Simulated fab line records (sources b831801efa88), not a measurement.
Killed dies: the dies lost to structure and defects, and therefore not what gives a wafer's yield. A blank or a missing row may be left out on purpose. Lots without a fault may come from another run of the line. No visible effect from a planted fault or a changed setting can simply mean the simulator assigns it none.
fab line records + flow sky130
record:
- lots: 6
- wafers: 18
- last_day: 50
route steps=708 shown VT_ADJUST_PCH@148 SONOS_TUNNEL@154
lots with no fault: from the same line, run without faults
start_h: start of the lot's first displayed wafer, in hours after the record's first day + wait_h: hours from the lot's prior step to this one + " as in the row above + L1.1+2: one row covering several wafers at once + - either no value or no given start + * or withheld: withheld + < > ~ a bound
route shown NAME@n: names a module that has steps shown in the file, with the first one's number in the route + usual: the fault-free wafers' mean and standard deviation + same: alike in all rows + chamber/n: place in a boat + sites: per-site readings + _std_site: how widely they spread, as a standard deviation + _edge_site: mean of outer sites minus mean of inner sites + radius_mm: for every site, how far away it sits from the centre of the wafer + mask NAME#n: copy n + behind: the tool/chamber that last shaped the wafer + hold: cause of the lot's hold/its duration in hours/its outcome + device: which transistor (n, p or np) failed to switch + end of line: the same wafers' tests at the end of the route + a step without rows: its recipe alone + killed: at the first sort, the dies lost to defects and structure; wafer yield is something else + map: per-die view of a wafer (x killed, . not killed, _ where there is no die)
set.NAME: setting as actually run; set.NAME@STEP: the setting as run at that earlier step + model.NAME: the simulator's own value behind a step, which no gauge read
a table for each step, a row for each wafer; lots at some steps of the route
services: from which hour (start_h, from the record's first day; less than 0 if before it) a tool's chamber was out of use, for how many hours, and why
== steps ==
step: SKY_VT_ADJUST_PCH_PEB_05
recipe:
- temp_c: 115
- time_s: withheld
step: SKY_VT_ADJUST_PCH_DEVELOP_06
recipe:
- wall_angle_deg: 90
- developer: TMAH
- develop_time_s: 60
- dev_temp_c: 23
step: SKY_VT_ADJUST_PCH_OVL_MEAS_07
usual:
- VT_ADJUST_PCH_OVL: 0.4/1.4
| lot.wafer | tool       | chamber | start_h | wait_h | VT_ADJUST_PCH_OVL[nm] |
|-----------|------------|---------|---------|--------|-----------------------|
| L440.1    | overlay-01 | -       | 279.45  | -      | 0.6                   |
| L440.4    | "          | -       | "       | "      | 0.7                   |
| L440.5    | "          | -       | "       | "      | 0.3                   |
| L444.1    | overlay-02 | -       | 310.25  | -      | 0.2                   |
| L444.5    | "          | -       | "       | "      | 0.5                   |
| L444.6    | "          | -       | "       | "      | 1.3                   |
| L449.3    | overlay-01 | -       | 350.59  | -      | -0.2                  |
| L449.5    | "          | -       | "       | "      | -0.3                  |
| L449.6    | "          | -       | "       | "      | -1.1                  |
| L450.2    | overlay-02 | -       | 352.83  | -      | -1.1                  |
| L450.5    | "          | -       | "       | "      | -1.3                  |
| L450.6    | "          | -       | "       | "      | 0.2                   |
| L452.1    | overlay-02 | -       | 373.72  | -      | 1.2                   |
| L452.3    | "          | -       | "       | "      | -0.3                  |
| L452.4    | "          | -       | "       | "      | 0.1                   |
| L456.2    | overlay-01 | -       | 401.53  | -      | -0.4                  |
| L456.3    | "          | -       | "       | "      | 0.6                   |
| L456.5    | "          | -       | "       | "      | 0.4                   |
step: SKY_VT_ADJUST_PCH_IMPLANT_08
recipe:
- species: B
- energy_kev: 10
- dose_cm2: 5e+11
- tilt_deg: withheld
step: SKY_VT_ADJUST_PCH_STRIP_09
recipe:
- chemistry: O2/N2
- power_w: 1400
- pressure_mtorr: 1500
- platen_temp_c: withheld
- o2_flow_sccm: 3000
- n2_flow_sccm: 300
- overash_fraction: 0.5
usual:
- drypump_motor_current_A: 5.55/0.26
- n2_flow_sccm: 300.0/0.84
- o2_flow_sccm: 2999/9
- oes_product_au: 0.723/0.0042
- strip_time_to_endpoint_s: 36.93/0.12
| lot.wafer | tool            | chamber | start_h | wait_h | drypump_motor_current_A | n2_flow_sccm | o2_flow_sccm | oes_product_au | rf_hours_counter_h | strip_time_to_endpoint_s |
|-----------|-----------------|---------|---------|--------|-------------------------|--------------|--------------|----------------|--------------------|--------------------------|
| L440.1    | plasma_asher-01 | 1       | 279.63  | 0.1    | 5.59                    | 300.3        | 3009         | 0.716          | 46                 | 36.86                    |
| L440.4    | "               | 0       | "       | "      | 6.08                    | 301.1        | 2998         | 0.731          | -                  | 36.77                    |
| L440.5    | "               | 1       | "       | "      | 5.57                    | 299.5        | 2990         | 0.730          | -                  | 36.83                    |
| L444.1    | plasma_asher-02 | 0       | 310.43  | 0.1    | 5.63                    | 300.2        | 3002         | 0.727          | 64                 | 36.87                    |
| L444.5    | "               | 1       | "       | "      | 5.53                    | 300.0        | 2992         | 0.724          | -                  | 36.74                    |
| L444.6    | "               | 0       | "       | "      | 5.65                    | 300.1        | 2992         | 0.720          | -                  | 36.88                    |
| L449.3    | plasma_asher-02 | 1       | 350.79  | 0.1    | 5.51                    | 299.9        | 2996         | 0.724          | -                  | 36.94                    |
| L449.5    | "               | 1       | "       | "      | 5.52                    | 300.6        | 3008         | 0.727          | -                  | 36.96                    |
| L449.6    | "               | 0       | "       | "      | 5.62                    | 300.6        | 2989         | 0.720          | -                  | 36.93                    |
| L450.2    | plasma_asher-03 | 1       | 353.01  | 0.1    | 5.15                    | 299.8        | 3003         | 0.719          | 23                 | 37.04                    |
| L450.5    | "               | 1       | "       | "      | 5.12                    | 299.9        | 3014         | 0.722          | -                  | 37.14                    |
| L450.6    | "               | 0       | "       | "      | 5.44                    | 300.5        | 3010         | 0.726          | -                  | 37.02                    |
| L452.1    | plasma_asher-03 | 0       | 373.91  | 0.1    | 5.43                    | 299.9        | 2999         | 0.722          | 25                 | 36.91                    |
| L452.3    | "               | 0       | "       | "      | 5.45                    | 300.6        | 2995         | 0.729          | -                  | 36.89                    |
| L452.4    | "               | 1       | "       | "      | 5.15                    | 299.9        | 2988         | 0.719          | -                  | 36.85                    |
| L456.2    | plasma_asher-02 | 1       | 401.71  | 0.1    | 5.54                    | 300.8        | 2993         | 0.723          | 74                 | 37.03                    |
| L456.3    | "               | 1       | "       | "      | 5.52                    | 302.2        | 2999         | 0.731          | -                  | 37.02                    |
| L456.5    | "               | 1       | "       | "      | 5.52                    | 300.5        | 2988         | 0.722          | -                  | 37.01                    |
step: SKY_VT_ADJUST_PCH_TW_MEAS_10
usual:
- VT_ADJUST_PCH_TW: 143.2/0.72
| lot.wafer | tool          | chamber | start_h | wait_h | VT_ADJUST_PCH_TW |
|-----------|---------------|---------|---------|--------|------------------|
| L440.1    | film_metro-03 | -       | 279.73  | 0.1    | 143.0            |
| L440.4    | "             | -       | "       | "      | 142.9            |
| L440.5    | "             | -       | "       | "      | 142.5            |
| L444.1    | film_metro-04 | -       | 310.53  | 0.1    | 142.2            |
| L444.5    | "             | -       | "       | "      | 142.9            |
| L444.6    | "             | -       | "       | "      | 142.4            |
| L449.3    | film_metro-04 | -       | 350.88  | 0.1    | 142.9            |
| L449.5    | "             | -       | "       | "      | 142.8            |
| L449.6    | "             | -       | "       | "      | 142.9            |
| L450.2    | film_metro-01 | -       | 353.12  | 0.1    | 144.6            |
| L450.5    | "             | -       | "       | "      | 144.5            |
| L450.6    | "             | -       | "       | "      | 144.1            |
| L452.1    | film_metro-03 | -       | 374.01  | 0.1    | 143.9            |
| L452.3    | "             | -       | "       | "      | 143.4            |
| L452.4    | "             | -       | "       | "      | 143.0            |
| L456.2    | film_metro-03 | -       | 401.82  | 0.1    | 143.3            |
| L456.3    | "             | -       | "       | "      | 142.7            |
| L456.5    | "             | -       | "       | "      | 143.4            |
step: SKY_SONOS_TUNNEL_DEHYDRATE_00
recipe:
- temp_c: 200
- time_s: 60
step: SKY_SONOS_TUNNEL_HMDS_01
recipe:
- prime_time_s: 60
- prime_temp_c: 120
step: SKY_SONOS_TUNNEL_COAT_02
recipe:
- resist: NOVOLAK
- spin_rpm: 3000
- resist_thk_nm: 1140
step: SKY_SONOS_TUNNEL_SOFTBAKE_03
recipe:
- temp_c: 90
- time_s: 60
- resist: NOVOLAK
step: SKY_SONOS_TUNNEL_EXPOSE_04
recipe:
- mask_id: TUNM
- na: 0.6
- source_shape: conventional
- sigma_outer: 0.6
- polarization: unpolarized
- target_cd_nm: 410
- dose_mj: 136
step: SKY_SONOS_TUNNEL_PEB_05
recipe:
- temp_c: withheld
- time_s: *
- resist: NOVOLAK
step: SKY_SONOS_TUNNEL_DEVELOP_06
recipe:
- resist: NOVOLAK
- developer: TMAH
- develop_time_s: 60
- dev_temp_c: 23.46
usual:
- chill_plate_temp_C: 23.01/0.1
- develop_time_s: 60/0
| lot.wafer | tool           | chamber | start_h | wait_h | chill_plate_temp_C | develop_time_s |
|-----------|----------------|---------|---------|--------|--------------------|----------------|
| L440.1    | litho_track-01 | 0       | 304.71  | 0.1    | 22.97              | 60             |
| L440.4    | "              | 0       | "       | "      | 22.99              | 60             |
| L440.5    | "              | 0       | "       | "      | 23.05              | 60             |
| L444.1    | litho_track-03 | 0       | 336.42  | 0.1    | 23.14              | 60             |
| L444.5    | "              | 0       | "       | "      | 23.02              | 60             |
| L444.6    | "              | 0       | "       | "      | 23.10              | 60             |
| L449.3    | litho_track-03 | -       | 377.47  | 0.1    | -                  | -              |
| L449.5    | "              | -       | "       | "      | -                  | -              |
| L449.6    | "              | -       | "       | "      | -                  | -              |
| L450.2    | litho_track-03 | -       | 381.20  | 0.1    | -                  | -              |
| L450.5    | "              | -       | "       | "      | -                  | -              |
| L450.6    | "              | -       | "       | "      | -                  | -              |
| L452.1    | litho_track-03 | 0       | 402.27  | 0.1    | 23.06              | 60             |
| L452.3    | "              | 0       | "       | "      | 22.96              | 60             |
| L452.4    | "              | 0       | "       | "      | 22.99              | 60             |
| L456.2    | litho_track-02 | 0       | 431.95  | 0.1    | 23.08              | 60             |
| L456.3    | "              | 0       | "       | "      | 23.08              | 60             |
| L456.5    | "              | 0       | "       | "      | 23.13              | 60             |
step: SKY_SONOS_TUNNEL_CD_MEAS_07
recipe:
- target_cd_nm: 410
usual:
- cd_nm: 410.1/2.1
| lot.wafer | tool      | chamber | start_h | wait_h | cd_nm |
|-----------|-----------|---------|---------|--------|-------|
| L440.1    | cd_sem-02 | -       | 304.86  | 0.1    | 410.3 |
| L440.4    | "         | -       | "       | "      | 410.5 |
| L440.5    | "         | -       | "       | "      | 411.0 |
| L444.1    | cd_sem-02 | -       | 336.57  | 0.1    | 411.0 |
| L444.5    | "         | -       | "       | "      | 407.8 |
| L444.6    | "         | -       | "       | "      | 408.2 |
| L449.3    | cd_sem-02 | -       | 377.61  | 0.1    | -     |
| L449.5    | "         | -       | "       | "      | -     |
| L449.6    | "         | -       | "       | "      | -     |
| L450.2    | cd_sem-02 | -       | 381.34  | 0.1    | -     |
| L450.5    | "         | -       | "       | "      | -     |
| L450.6    | "         | -       | "       | "      | -     |
| L452.1    | cd_sem-02 | -       | 402.42  | 0.1    | 411.3 |
| L452.3    | "         | -       | "       | "      | 410.0 |
| L452.4    | "         | -       | "       | "      | 412.1 |
| L456.2    | cd_sem-02 | -       | 432.09  | 0.1    | 409.1 |
| L456.3    | "         | -       | "       | "      | 411.8 |
| L456.5    | "         | -       | "       | "      | 408.9 |
== services ==
| tool            | chamber | start_h | hours | kind   |
|-----------------|---------|---------|-------|--------|
| plasma_asher-03 | -       | 320.34  | 0.4   | repair |
| plasma_asher-01 | -       | 320.75  | 5.1   | repair |
| plasma_asher-03 | -       | 382.45  | 14.6  | pm     |
| plasma_asher-03 | -       | 409.94  | 0.9   | repair |
| plasma_asher-01 | -       | 425.06  | 2.3   | repair |
== key ==
first_sign:
- step: SKY_SONOS_TUNNEL_DEVELOP_06
- reading: tool_record
- direction: missing
effect none on later readings
met_at SKY_SONOS_TUNNEL_DEVELOP_06
struck_wafers L449.3,L449.5,L449.6,L450.2,L450.5,L450.6
later_rows_left_out L449.3,L449.5,L449.6,L450.2,L450.5,L450.6
sort_left_out L449.3,L449.5,L449.6,L450.2,L450.5,L450.6
tester_left_out L449,L450
onset_between 336.42 377.47
fault:
- kind: skipped_step_whole
- tool: litho_track-03
- chamber: -
- onset_h: 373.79
- steps: SKY_SONOS_TUNNEL_DEVELOP_06
- scope: struck_lots_only
tester_left_out: of these lots the tester's yield and bins aren't shown, on N5 and GAA mostly nor the transistor test; their killed dies are dies lost to structure and defects alone, not to doping, threshold or leakage, so they don't give the yield
sort_left_out: the simulated sort isn't trusted on such a fault, so these wafers' sort isn't shown, and their yield isn't known
later_rows_left_out: the simulator's readings of these wafers behind a module that went badly wrong aren't trusted and aren't shown, but for the sort
